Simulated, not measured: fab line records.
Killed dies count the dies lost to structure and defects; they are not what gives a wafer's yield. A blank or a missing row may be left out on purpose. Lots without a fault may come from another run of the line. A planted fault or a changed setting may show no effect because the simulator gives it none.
fab line records / flow gf180mcu
record lots=14 wafers=42 lastDay=34
route steps=602 shown V3@430 MIM@509 TOP_METAL@571
lots with no fault: from the same line, run without faults
startH: hours from the record's first day to the start of the lot's first wafer shown / waitH: how many hours have passed since the lot's step before this one / " the same as in the row above / L1.1+2: one row covering several wafers at once / - no value, or no start was given / * or withheld: withheld / < > ~ a bound
route shown NAME@n: names a module that has steps shown in the file, with the first one's number in the route / usual: the fault-free wafers' mean and standard deviation / same: alike in all rows / chamber/n: place in a boat / sites: each site's reading / _std_site: how widely they spread, as a standard deviation / _edge_site: outer sites' mean less inner sites' / radiusMm: how far each site lies from the wafer's centre / mask NAME#n: copy n / behind: the last tool/chamber to shape the wafer / hold: the reason the lot was held/the length of the hold in hours/how it ended / device: which transistor (n, p or np) failed to switch / end of line: tests run on the same wafers once the route is complete / step lacking rows: just its recipe / killed: the dies lost at the first sort to structure and to defects; this is not the yield of the wafer / map: dies across one wafer; x = killed, . = not, _ = none there
set.NAME: the setting the step ran with; set.NAME@STEP: the setting that earlier step ran with / model.NAME: the simulator's own value behind a step, which no gauge read
the route's steps for a sample of lots (tables are steps, rows are wafers)
services: the hour from which a tool's chamber was out of use, counted from the record's first day as startH (under 0 if before that day), plus the number of hours and why
## steps
# step GF_V3_THK_MEAS_01
# recipe reads=SiO2_of_V3_CVD_00
# usual V3_CVD_00_THK=602/6.2
lot.wafer=L445.1 tool=filmMetro-03 chamber=- startH=495.37 waitH=0.0 V3_CVD_00_THK[nm]=613
lot.wafer=L445.3 tool=filmMetro-03 chamber=- startH=495.37 waitH=0.0 V3_CVD_00_THK[nm]=600
lot.wafer=L445.6 tool=filmMetro-03 chamber=- startH=495.37 waitH=0.0 V3_CVD_00_THK[nm]=596
lot.wafer=L446.1 tool=filmMetro-03 chamber=- startH=499.38 waitH=0.0 V3_CVD_00_THK[nm]=613
lot.wafer=L446.2 tool=filmMetro-03 chamber=- startH=499.38 waitH=0.0 V3_CVD_00_THK[nm]=605
lot.wafer=L446.3 tool=filmMetro-03 chamber=- startH=499.38 waitH=0.0 V3_CVD_00_THK[nm]=604
lot.wafer=L447.2 tool=filmMetro-01 chamber=- startH=512.06 waitH=0.0 V3_CVD_00_THK[nm]=606
lot.wafer=L447.5 tool=filmMetro-01 chamber=- startH=512.06 waitH=0.0 V3_CVD_00_THK[nm]=604
lot.wafer=L447.6 tool=filmMetro-01 chamber=- startH=512.06 waitH=0.0 V3_CVD_00_THK[nm]=605
lot.wafer=L449.2 tool=filmMetro-01 chamber=- startH=530.45 waitH=0.0 V3_CVD_00_THK[nm]=607
lot.wafer=L449.3 tool=filmMetro-01 chamber=- startH=530.45 waitH=0.0 V3_CVD_00_THK[nm]=606
lot.wafer=L449.4 tool=filmMetro-01 chamber=- startH=530.45 waitH=0.0 V3_CVD_00_THK[nm]=603
lot.wafer=L450.3 tool=filmMetro-02 chamber=- startH=541.00 waitH=0.1 V3_CVD_00_THK[nm]=612
lot.wafer=L450.4 tool=filmMetro-02 chamber=- startH=541.00 waitH=0.1 V3_CVD_00_THK[nm]=611
lot.wafer=L450.5 tool=filmMetro-02 chamber=- startH=541.00 waitH=0.1 V3_CVD_00_THK[nm]=614
lot.wafer=L451.2 tool=filmMetro-02 chamber=- startH=545.11 waitH=0.0 V3_CVD_00_THK[nm]=608
lot.wafer=L451.3 tool=filmMetro-02 chamber=- startH=545.11 waitH=0.0 V3_CVD_00_THK[nm]=607
lot.wafer=L451.6 tool=filmMetro-02 chamber=- startH=545.11 waitH=0.0 V3_CVD_00_THK[nm]=608
lot.wafer=L452.4 tool=filmMetro-02 chamber=- startH=550.84 waitH=0.0 V3_CVD_00_THK[nm]=599
lot.wafer=L452.5 tool=filmMetro-02 chamber=- startH=550.84 waitH=0.0 V3_CVD_00_THK[nm]=604
lot.wafer=L452.6 tool=filmMetro-02 chamber=- startH=550.84 waitH=0.0 V3_CVD_00_THK[nm]=606
lot.wafer=L454.4 tool=filmMetro-01 chamber=- startH=576.74 waitH=0.0 V3_CVD_00_THK[nm]=596
lot.wafer=L454.5 tool=filmMetro-01 chamber=- startH=576.74 waitH=0.0 V3_CVD_00_THK[nm]=600
lot.wafer=L454.6 tool=filmMetro-01 chamber=- startH=576.74 waitH=0.0 V3_CVD_00_THK[nm]=601
lot.wafer=L455.2 tool=filmMetro-03 chamber=- startH=587.73 waitH=0.0 V3_CVD_00_THK[nm]=608
lot.wafer=L455.3 tool=filmMetro-03 chamber=- startH=587.73 waitH=0.0 V3_CVD_00_THK[nm]=609
lot.wafer=L455.4 tool=filmMetro-03 chamber=- startH=587.73 waitH=0.0 V3_CVD_00_THK[nm]=602
lot.wafer=L456.3 tool=filmMetro-01 chamber=- startH=591.13 waitH=0.1 V3_CVD_00_THK[nm]=608
lot.wafer=L456.4 tool=filmMetro-01 chamber=- startH=591.13 waitH=0.1 V3_CVD_00_THK[nm]=608
lot.wafer=L456.5 tool=filmMetro-01 chamber=- startH=591.13 waitH=0.1 V3_CVD_00_THK[nm]=608
lot.wafer=L457.1 tool=filmMetro-03 chamber=- startH=607.84 waitH=0.0 V3_CVD_00_THK[nm]=607
lot.wafer=L457.4 tool=filmMetro-03 chamber=- startH=607.84 waitH=0.0 V3_CVD_00_THK[nm]=608
lot.wafer=L457.5 tool=filmMetro-03 chamber=- startH=607.84 waitH=0.0 V3_CVD_00_THK[nm]=615
lot.wafer=L460.1 tool=filmMetro-02 chamber=- startH=625.72 waitH=0.1 V3_CVD_00_THK[nm]=600
lot.wafer=L460.4 tool=filmMetro-02 chamber=- startH=625.72 waitH=0.1 V3_CVD_00_THK[nm]=597
lot.wafer=L460.6 tool=filmMetro-02 chamber=- startH=625.72 waitH=0.1 V3_CVD_00_THK[nm]=605
lot.wafer=L463.2 tool=filmMetro-03 chamber=- startH=642.80 waitH=0.0 V3_CVD_00_THK[nm]=604
lot.wafer=L463.4 tool=filmMetro-03 chamber=- startH=642.80 waitH=0.0 V3_CVD_00_THK[nm]=601
lot.wafer=L463.6 tool=filmMetro-03 chamber=- startH=642.80 waitH=0.0 V3_CVD_00_THK[nm]=602
lot.wafer=L468.1 tool=filmMetro-02 chamber=- startH=679.00 waitH=0.0 V3_CVD_00_THK[nm]=595
lot.wafer=L468.2 tool=filmMetro-02 chamber=- startH=679.00 waitH=0.0 V3_CVD_00_THK[nm]=599
lot.wafer=L468.3 tool=filmMetro-02 chamber=- startH=679.00 waitH=0.0 V3_CVD_00_THK[nm]=600
# step GF_MIM_THK_MEAS_06
# recipe reads=Si3N4_of_MIM_CVD_05
# usual MIM_CVD_05_THK=41.9/0.55
lot.wafer=L445.1 tool=filmMetro-03 chamber=- startH=570.70 waitH=0.0 MIM_CVD_05_THK[nm]=41.8
lot.wafer=L445.3 tool=filmMetro-03 chamber=- startH=570.70 waitH=0.0 MIM_CVD_05_THK[nm]=42.1
lot.wafer=L445.6 tool=filmMetro-03 chamber=- startH=570.70 waitH=0.0 MIM_CVD_05_THK[nm]=42.1
lot.wafer=L446.1 tool=filmMetro-03 chamber=- startH=574.35 waitH=0.0 MIM_CVD_05_THK[nm]=40.8
lot.wafer=L446.2 tool=filmMetro-03 chamber=- startH=574.35 waitH=0.0 MIM_CVD_05_THK[nm]=41.6
lot.wafer=L446.3 tool=filmMetro-03 chamber=- startH=574.35 waitH=0.0 MIM_CVD_05_THK[nm]=41.1
lot.wafer=L447.2 tool=filmMetro-01 chamber=- startH=586.03 waitH=0.0 MIM_CVD_05_THK[nm]=42.1
lot.wafer=L447.5 tool=filmMetro-01 chamber=- startH=586.03 waitH=0.0 MIM_CVD_05_THK[nm]=42.0
lot.wafer=L447.6 tool=filmMetro-01 chamber=- startH=586.03 waitH=0.0 MIM_CVD_05_THK[nm]=42.9
lot.wafer=L449.2 tool=filmMetro-03 chamber=- startH=603.46 waitH=0.0 MIM_CVD_05_THK[nm]=41.7
lot.wafer=L449.3 tool=filmMetro-03 chamber=- startH=603.46 waitH=0.0 MIM_CVD_05_THK[nm]=40.8
lot.wafer=L449.4 tool=filmMetro-03 chamber=- startH=603.46 waitH=0.0 MIM_CVD_05_THK[nm]=42.1
lot.wafer=L450.3 tool=filmMetro-01 chamber=- startH=612.81 waitH=0.0 MIM_CVD_05_THK[nm]=41.1
lot.wafer=L450.4 tool=filmMetro-01 chamber=- startH=612.81 waitH=0.0 MIM_CVD_05_THK[nm]=42.3
lot.wafer=L450.5 tool=filmMetro-01 chamber=- startH=612.81 waitH=0.0 MIM_CVD_05_THK[nm]=41.8
lot.wafer=L451.2 tool=filmMetro-04 chamber=- startH=615.89 waitH=0.0 MIM_CVD_05_THK[nm]=42.2
lot.wafer=L451.3 tool=filmMetro-04 chamber=- startH=615.89 waitH=0.0 MIM_CVD_05_THK[nm]=42.0
lot.wafer=L451.6 tool=filmMetro-04 chamber=- startH=615.89 waitH=0.0 MIM_CVD_05_THK[nm]=42.8
lot.wafer=L452.4 tool=filmMetro-04 chamber=- startH=621.28 waitH=0.0 MIM_CVD_05_THK[nm]=41.7
lot.wafer=L452.5 tool=filmMetro-04 chamber=- startH=621.28 waitH=0.0 MIM_CVD_05_THK[nm]=41.1
lot.wafer=L452.6 tool=filmMetro-04 chamber=- startH=621.28 waitH=0.0 MIM_CVD_05_THK[nm]=42.1
lot.wafer=L454.4 tool=filmMetro-03 chamber=- startH=644.50 waitH=0.0 MIM_CVD_05_THK[nm]=41.6
lot.wafer=L454.5 tool=filmMetro-03 chamber=- startH=644.50 waitH=0.0 MIM_CVD_05_THK[nm]=42.0
lot.wafer=L454.6 tool=filmMetro-03 chamber=- startH=644.50 waitH=0.0 MIM_CVD_05_THK[nm]=42.7
lot.wafer=L455.2 tool=filmMetro-04 chamber=- startH=655.90 waitH=0.0 MIM_CVD_05_THK[nm]=41.0
lot.wafer=L455.3 tool=filmMetro-04 chamber=- startH=655.90 waitH=0.0 MIM_CVD_05_THK[nm]=41.9
lot.wafer=L455.4 tool=filmMetro-04 chamber=- startH=655.90 waitH=0.0 MIM_CVD_05_THK[nm]=42.0
lot.wafer=L456.3 tool=filmMetro-03 chamber=- startH=661.37 waitH=0.0 MIM_CVD_05_THK[nm]=42.0
lot.wafer=L456.4 tool=filmMetro-03 chamber=- startH=661.37 waitH=0.0 MIM_CVD_05_THK[nm]=42.9
lot.wafer=L456.5 tool=filmMetro-03 chamber=- startH=661.37 waitH=0.0 MIM_CVD_05_THK[nm]=43.1
lot.wafer=L457.1 tool=filmMetro-01 chamber=- startH=673.47 waitH=0.0 MIM_CVD_05_THK[nm]=42.0
lot.wafer=L457.4 tool=filmMetro-01 chamber=- startH=673.47 waitH=0.0 MIM_CVD_05_THK[nm]=42.9
lot.wafer=L457.5 tool=filmMetro-01 chamber=- startH=673.47 waitH=0.0 MIM_CVD_05_THK[nm]=42.3
lot.wafer=L460.1 tool=filmMetro-03 chamber=- startH=690.51 waitH=0.0 MIM_CVD_05_THK[nm]=41.1
lot.wafer=L460.4 tool=filmMetro-03 chamber=- startH=690.51 waitH=0.0 MIM_CVD_05_THK[nm]=42.3
lot.wafer=L460.6 tool=filmMetro-03 chamber=- startH=690.51 waitH=0.0 MIM_CVD_05_THK[nm]=41.9
lot.wafer=L463.2 tool=filmMetro-03 chamber=- startH=705.90 waitH=0.0 MIM_CVD_05_THK[nm]=41.7
lot.wafer=L463.4 tool=filmMetro-03 chamber=- startH=705.90 waitH=0.0 MIM_CVD_05_THK[nm]=42.7
lot.wafer=L463.6 tool=filmMetro-03 chamber=- startH=705.90 waitH=0.0 MIM_CVD_05_THK[nm]=42.5
lot.wafer=L468.1 tool=filmMetro-03 chamber=- startH=738.18 waitH=0.0 MIM_CVD_05_THK[nm]=41.5
lot.wafer=L468.2 tool=filmMetro-03 chamber=- startH=738.18 waitH=0.0 MIM_CVD_05_THK[nm]=41.6
lot.wafer=L468.3 tool=filmMetro-03 chamber=- startH=738.18 waitH=0.0 MIM_CVD_05_THK[nm]=42.1
# step GF_TOP_METAL_SPUTTER_04
# recipe material=TiN targetThkNm=25 powerW=6500 timeS=20.8 chamberPressurePa=0.4
# usual throttleValvePct=29.8/1
lot.wafer=L445.1 tool=pvdSputter-04 chamber=- startH=637.46 waitH=0.0 throttleValvePct=27.7
lot.wafer=L445.3 tool=pvdSputter-04 chamber=- startH=637.46 waitH=0.0 throttleValvePct=28.7
lot.wafer=L445.6 tool=pvdSputter-04 chamber=- startH=637.46 waitH=0.0 throttleValvePct=30.5
lot.wafer=L446.1 tool=pvdSputter-04 chamber=- startH=641.25 waitH=0.0 throttleValvePct=30.3
lot.wafer=L446.2 tool=pvdSputter-04 chamber=- startH=641.25 waitH=0.0 throttleValvePct=28.8
lot.wafer=L446.3 tool=pvdSputter-04 chamber=- startH=641.25 waitH=0.0 throttleValvePct=27.9
lot.wafer=L447.2 tool=pvdSputter-02 chamber=- startH=651.40 waitH=0.0 throttleValvePct=28.3
lot.wafer=L447.5 tool=pvdSputter-02 chamber=- startH=651.40 waitH=0.0 throttleValvePct=30.4
lot.wafer=L447.6 tool=pvdSputter-02 chamber=- startH=651.40 waitH=0.0 throttleValvePct=29.8
lot.wafer=L449.2 tool=pvdSputter-04 chamber=- startH=666.77 waitH=0.0 throttleValvePct=27.7
lot.wafer=L449.3 tool=pvdSputter-04 chamber=- startH=666.77 waitH=0.0 throttleValvePct=28.5
lot.wafer=L449.4 tool=pvdSputter-04 chamber=- startH=666.77 waitH=0.0 throttleValvePct=30.5
lot.wafer=L450.3 tool=pvdSputter-01 chamber=- startH=675.31 waitH=0.0 throttleValvePct=31.1
lot.wafer=L450.4 tool=pvdSputter-01 chamber=- startH=675.31 waitH=0.0 throttleValvePct=30.5
lot.wafer=L450.5 tool=pvdSputter-01 chamber=- startH=675.31 waitH=0.0 throttleValvePct=30.8
lot.wafer=L451.2 tool=pvdSputter-04 chamber=- startH=678.84 waitH=0.0 throttleValvePct=27.7
lot.wafer=L451.3 tool=pvdSputter-04 chamber=- startH=678.84 waitH=0.0 throttleValvePct=31.0
lot.wafer=L451.6 tool=pvdSputter-04 chamber=- startH=678.84 waitH=0.0 throttleValvePct=31.2
lot.wafer=L452.4 tool=pvdSputter-01 chamber=- startH=684.73 waitH=0.0 throttleValvePct=30.7
lot.wafer=L452.5 tool=pvdSputter-01 chamber=- startH=684.73 waitH=0.0 throttleValvePct=30.6
lot.wafer=L452.6 tool=pvdSputter-01 chamber=- startH=684.73 waitH=0.0 throttleValvePct=31.4
lot.wafer=L454.4 tool=pvdSputter-02 chamber=- startH=705.25 waitH=0.0 throttleValvePct=28.6
lot.wafer=L454.5 tool=pvdSputter-02 chamber=- startH=705.25 waitH=0.0 throttleValvePct=29.7
lot.wafer=L454.6 tool=pvdSputter-02 chamber=- startH=705.25 waitH=0.0 throttleValvePct=30.0
lot.wafer=L455.2 tool=pvdSputter-04 chamber=- startH=717.56 waitH=0.0 throttleValvePct=27.8
lot.wafer=L455.3 tool=pvdSputter-04 chamber=- startH=717.56 waitH=0.0 throttleValvePct=30.2
lot.wafer=L455.4 tool=pvdSputter-04 chamber=- startH=717.56 waitH=0.0 throttleValvePct=31.1
lot.wafer=L456.3 tool=pvdSputter-01 chamber=- startH=721.72 waitH=0.0 throttleValvePct=29.8
lot.wafer=L456.4 tool=pvdSputter-01 chamber=- startH=721.72 waitH=0.0 throttleValvePct=31.0
lot.wafer=L456.5 tool=pvdSputter-01 chamber=- startH=721.72 waitH=0.0 throttleValvePct=30.5
lot.wafer=L457.1 tool=pvdSputter-01 chamber=- startH=732.50 waitH=0.0 throttleValvePct=30.6
lot.wafer=L457.4 tool=pvdSputter-01 chamber=- startH=732.50 waitH=0.0 throttleValvePct=30.7
lot.wafer=L457.5 tool=pvdSputter-01 chamber=- startH=732.50 waitH=0.0 throttleValvePct=30.9
lot.wafer=L460.1 tool=pvdSputter-02 chamber=- startH=748.12 waitH=0.0 throttleValvePct=29.9
lot.wafer=L460.4 tool=pvdSputter-02 chamber=- startH=748.12 waitH=0.0 throttleValvePct=28.2
lot.wafer=L460.6 tool=pvdSputter-02 chamber=- startH=748.12 waitH=0.0 throttleValvePct=28.5
lot.wafer=L463.2 tool=pvdSputter-04 chamber=- startH=761.64 waitH=0.0 throttleValvePct=28.1
lot.wafer=L463.4 tool=pvdSputter-04 chamber=- startH=761.64 waitH=0.0 throttleValvePct=27.7
lot.wafer=L463.6 tool=pvdSputter-04 chamber=- startH=761.64 waitH=0.0 throttleValvePct=28.6
lot.wafer=L468.1 tool=pvdSputter-01 chamber=- startH=791.79 waitH=0.0 throttleValvePct=30.6
lot.wafer=L468.2 tool=pvdSputter-01 chamber=- startH=791.79 waitH=0.0 throttleValvePct=30.7
lot.wafer=L468.3 tool=pvdSputter-01 chamber=- startH=791.79 waitH=0.0 throttleValvePct=29.9
# step GF_TOP_METAL_EXPOSE_11
# recipe maskId=MetalTop targetCdNm=440 na=0.6 sourceShape=conventional sigmaOuter=0.6 doseMj=170
lot.wafer=L445.1+3+6 tool=ilineStepper-01 chamber=0 startH=647.66 waitH=- mask=MetalTop#0
lot.wafer=L446.1+2+3 tool=ilineStepper-01 chamber=0 startH=652.05 waitH=- mask=MetalTop#0
lot.wafer=L447.2+5+6 tool=ilineStepper-02 chamber=0 startH=661.40 waitH=- mask=MetalTop#0
lot.wafer=L449.2+3+4 tool=ilineStepper-02 chamber=0 startH=676.97 waitH=- mask=MetalTop#0
lot.wafer=L450.3+4+5 tool=ilineStepper-02 chamber=0 startH=684.62 waitH=- mask=MetalTop#0
lot.wafer=L451.2+3+6 tool=ilineStepper-02 chamber=0 startH=688.50 waitH=- mask=MetalTop#0
lot.wafer=L452.4+5+6 tool=ilineStepper-02 chamber=0 startH=694.24 waitH=- mask=MetalTop#0
lot.wafer=L454.4+5+6 tool=ilineStepper-01 chamber=0 startH=714.44 waitH=- mask=MetalTop#0
lot.wafer=L455.2+3+4 tool=ilineStepper-01 chamber=0 startH=726.07 waitH=- mask=MetalTop#0
lot.wafer=L456.3+4+5 tool=ilineStepper-02 chamber=0 startH=730.26 waitH=- mask=MetalTop#0
lot.wafer=L457.1+4+5 tool=ilineStepper-02 chamber=0 startH=741.00 waitH=- mask=MetalTop#0
lot.wafer=L460.1+4+6 tool=ilineStepper-01 chamber=0 startH=756.30 waitH=- mask=MetalTop#0
lot.wafer=L463.2+4+6 tool=ilineStepper-02 chamber=0 startH=769.97 waitH=- mask=MetalTop#0
lot.wafer=L468.1+2+3 tool=ilineStepper-01 chamber=0 startH=799.60 waitH=- mask=MetalTop#0
# step GF_TOP_METAL_OVL_MEAS_15
# usual TOP_METAL_OVL=1.1/1.4
lot.wafer=L445.1 tool=overlay-02 chamber=- startH=657.20 waitH=0.1 hold=- TOP_METAL_OVL[nm]=-1.0
lot.wafer=L445.3 tool=overlay-02 chamber=- startH=657.20 waitH=0.1 hold=- TOP_METAL_OVL[nm]=-1.2
lot.wafer=L445.6 tool=overlay-02 chamber=- startH=657.20 waitH=0.1 hold=- TOP_METAL_OVL[nm]=-1.8
lot.wafer=L446.1 tool=overlay-01 chamber=- startH=661.82 waitH=0.1 hold=- TOP_METAL_OVL[nm]=2.9
lot.wafer=L446.2 tool=overlay-01 chamber=- startH=661.82 waitH=0.1 hold=- TOP_METAL_OVL[nm]=2.3
lot.wafer=L446.3 tool=overlay-01 chamber=- startH=661.82 waitH=0.1 hold=- TOP_METAL_OVL[nm]=2.8
lot.wafer=L447.2 tool=overlay-02 chamber=- startH=670.73 waitH=0.1 hold=- TOP_METAL_OVL[nm]=1.3
lot.wafer=L447.5 tool=overlay-02 chamber=- startH=670.73 waitH=0.1 hold=- TOP_METAL_OVL[nm]=0.4
lot.wafer=L447.6 tool=overlay-02 chamber=- startH=670.73 waitH=0.1 hold=- TOP_METAL_OVL[nm]=1.8
lot.wafer=L449.2 tool=overlay-01 chamber=- startH=686.82 waitH=0.1 hold=- TOP_METAL_OVL[nm]=0.6
lot.wafer=L449.3 tool=overlay-01 chamber=- startH=686.82 waitH=0.1 hold=- TOP_METAL_OVL[nm]=0.7
lot.wafer=L449.4 tool=overlay-01 chamber=- startH=686.82 waitH=0.1 hold=- TOP_METAL_OVL[nm]=2.2
lot.wafer=L450.3 tool=overlay-01 chamber=- startH=693.99 waitH=0.1 hold=- TOP_METAL_OVL[nm]=2.8
lot.wafer=L450.4 tool=overlay-01 chamber=- startH=693.99 waitH=0.1 hold=- TOP_METAL_OVL[nm]=2.2
lot.wafer=L450.5 tool=overlay-01 chamber=- startH=693.99 waitH=0.1 hold=- TOP_METAL_OVL[nm]=1.4
lot.wafer=L451.2 tool=overlay-01 chamber=- startH=697.67 waitH=0.1 hold=- TOP_METAL_OVL[nm]=2.7
lot.wafer=L451.3 tool=overlay-01 chamber=- startH=697.67 waitH=0.1 hold=- TOP_METAL_OVL[nm]=2.3
lot.wafer=L451.6 tool=overlay-01 chamber=- startH=697.67 waitH=0.1 hold=- TOP_METAL_OVL[nm]=2.8
lot.wafer=L452.4 tool=overlay-01 chamber=- startH=703.24 waitH=0.1 hold=- TOP_METAL_OVL[nm]=1.2
lot.wafer=L452.5 tool=overlay-01 chamber=- startH=703.24 waitH=0.1 hold=- TOP_METAL_OVL[nm]=2.1
lot.wafer=L452.6 tool=overlay-01 chamber=- startH=703.24 waitH=0.1 hold=- TOP_METAL_OVL[nm]=1.8
lot.wafer=L454.4 tool=overlay-01 chamber=- startH=723.44 waitH=0.1 hold=- TOP_METAL_OVL[nm]=0.8
lot.wafer=L454.5 tool=overlay-01 chamber=- startH=723.44 waitH=0.1 hold=- TOP_METAL_OVL[nm]=-2.7
lot.wafer=L454.6 tool=overlay-01 chamber=- startH=723.44 waitH=0.1 hold=- TOP_METAL_OVL[nm]=-2.2
lot.wafer=L455.2 tool=overlay-02 chamber=- startH=734.56 waitH=0.1 hold=- TOP_METAL_OVL[nm]=2.4
lot.wafer=L455.3 tool=overlay-02 chamber=- startH=734.56 waitH=0.1 hold=- TOP_METAL_OVL[nm]=1.8
lot.wafer=L455.4 tool=overlay-02 chamber=- startH=734.56 waitH=0.1 hold=- TOP_METAL_OVL[nm]=0.0
lot.wafer=L456.3 tool=overlay-02 chamber=- startH=739.24 waitH=0.1 hold=- TOP_METAL_OVL[nm]=3.3
lot.wafer=L456.4 tool=overlay-02 chamber=- startH=739.24 waitH=0.1 hold=- TOP_METAL_OVL[nm]=1.0
lot.wafer=L456.5 tool=overlay-02 chamber=- startH=739.24 waitH=0.1 hold=- TOP_METAL_OVL[nm]=0.7
lot.wafer=L457.1 tool=overlay-01 chamber=- startH=749.35 waitH=0.1 hold=awaitDispo/0.2h/release TOP_METAL_OVL[nm]=41.5
lot.wafer=L457.4 tool=overlay-01 chamber=- startH=749.35 waitH=0.1 hold=awaitDispo/0.2h/release TOP_METAL_OVL[nm]=41.2
lot.wafer=L457.5 tool=overlay-01 chamber=- startH=749.35 waitH=0.1 hold=awaitDispo/0.2h/release TOP_METAL_OVL[nm]=41.4
lot.wafer=L457.1 tool=overlay-01 chamber=- startH=749.55 waitH=0.2 hold=- TOP_METAL_OVL[nm]=40.4
lot.wafer=L457.4 tool=overlay-01 chamber=- startH=749.55 waitH=0.2 hold=- TOP_METAL_OVL[nm]=40.5
lot.wafer=L457.5 tool=overlay-01 chamber=- startH=749.55 waitH=0.2 hold=- TOP_METAL_OVL[nm]=41.0
lot.wafer=L460.1 tool=overlay-01 chamber=- startH=764.60 waitH=0.1 hold=- TOP_METAL_OVL[nm]=-0.6
lot.wafer=L460.4 tool=overlay-01 chamber=- startH=764.60 waitH=0.1 hold=- TOP_METAL_OVL[nm]=-1.9
lot.wafer=L460.6 tool=overlay-01 chamber=- startH=764.60 waitH=0.1 hold=- TOP_METAL_OVL[nm]=-0.8
lot.wafer=L463.2 tool=overlay-02 chamber=- startH=778.11 waitH=0.1 hold=awaitDispo/0.2h/release TOP_METAL_OVL[nm]=43.2
lot.wafer=L463.4 tool=overlay-02 chamber=- startH=778.11 waitH=0.1 hold=awaitDispo/0.2h/release TOP_METAL_OVL[nm]=44.0
lot.wafer=L463.6 tool=overlay-02 chamber=- startH=778.11 waitH=0.1 hold=awaitDispo/0.2h/release TOP_METAL_OVL[nm]=42.3
lot.wafer=L463.2 tool=overlay-02 chamber=- startH=778.31 waitH=0.2 hold=- TOP_METAL_OVL[nm]=42.3
lot.wafer=L463.4 tool=overlay-02 chamber=- startH=778.31 waitH=0.2 hold=- TOP_METAL_OVL[nm]=42.8
lot.wafer=L463.6 tool=overlay-02 chamber=- startH=778.31 waitH=0.2 hold=- TOP_METAL_OVL[nm]=41.5
lot.wafer=L468.1 tool=overlay-02 chamber=- startH=807.17 waitH=0.1 hold=- TOP_METAL_OVL[nm]=-0.1
lot.wafer=L468.2 tool=overlay-02 chamber=- startH=807.17 waitH=0.1 hold=- TOP_METAL_OVL[nm]=1.4
lot.wafer=L468.3 tool=overlay-02 chamber=- startH=807.17 waitH=0.1 hold=- TOP_METAL_OVL[nm]=0.2
## services
tool=pvdSputter-04 chamber=3 startH=627.33 hours=- kind=consumableReplace:kit
tool=pvdSputter-04 chamber=3 startH=627.33 hours=18.0 kind=scheduledDown
tool=pvdSputter-04 chamber=3 startH=627.33 hours=18.0 kind=ventCycle
tool=ilineStepper-02 chamber=- startH=630.68 hours=1.7 kind=pm
tool=ilineStepper-02 chamber=- startH=639.37 hours=1.1 kind=repair
tool=ilineStepper-01 chamber=- startH=642.90 hours=1.7 kind=pm
tool=ilineStepper-01 chamber=0 startH=658.14 hours=- kind=calibration
tool=pvdSputter-01 chamber=0 startH=670.96 hours=- kind=consumableReplace:kit
tool=pvdSputter-01 chamber=0 startH=670.96 hours=18.0 kind=scheduledDown
tool=pvdSputter-01 chamber=0 startH=670.96 hours=18.0 kind=ventCycle
tool=pvdSputter-02 chamber=0 startH=699.53 hours=- kind=consumableReplace:kit
tool=pvdSputter-02 chamber=0 startH=699.53 hours=18.0 kind=scheduledDown
tool=pvdSputter-02 chamber=0 startH=699.53 hours=18.0 kind=ventCycle
tool=ilineStepper-02 chamber=- startH=712.07 hours=6.0 kind=repair
tool=pvdSputter-01 chamber=- startH=723.67 hours=2.8 kind=repair
tool=pvdSputter-01 chamber=- startH=736.46 hours=3.3 kind=repair
tool=pvdSputter-04 chamber=- startH=740.50 hours=6.0 kind=repair
tool=ilineStepper-02 chamber=- startH=750.39 hours=0.9 kind=repair
tool=pvdSputter-04 chamber=2 startH=755.10 hours=- kind=consumableReplace:kit
tool=pvdSputter-04 chamber=2 startH=755.10 hours=18.0 kind=scheduledDown
tool=pvdSputter-04 chamber=2 startH=755.10 hours=18.0 kind=ventCycle
tool=ilineStepper-02 chamber=- startH=757.27 hours=8.0 kind=repair
tool=ilineStepper-02 chamber=0 startH=760.15 hours=- kind=calibration
tool=pvdSputter-01 chamber=- startH=764.79 hours=3.6 kind=repair
## key
firstSign step=GF_TOP_METAL_OVL_MEAS_15 reading=visit direction=added
effect step=GF_TOP_METAL_OVL_MEAS_15 reading=TOP_METAL_OVL direction=up sigmas=29 usual=1.1 struck=42.3
metAt GF_TOP_METAL_EXPOSE_11
struckLots L457,L463
scrappedBehind GF_TOP_METAL_OVL_MEAS_15 L457.1,L457.4,L457.5,L463.2,L463.4,L463.6
notActingAt GF_V3_THK_MEAS_01,GF_MIM_THK_MEAS_06,GF_TOP_METAL_SPUTTER_04
onsetBetween 730.26 741.00
fault kind=scannerMatchingOverlay tool=ilineStepper-02 chamber=- onsetH=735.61 steps=GF_TOP_METAL_EXPOSE_11 offset=40.21
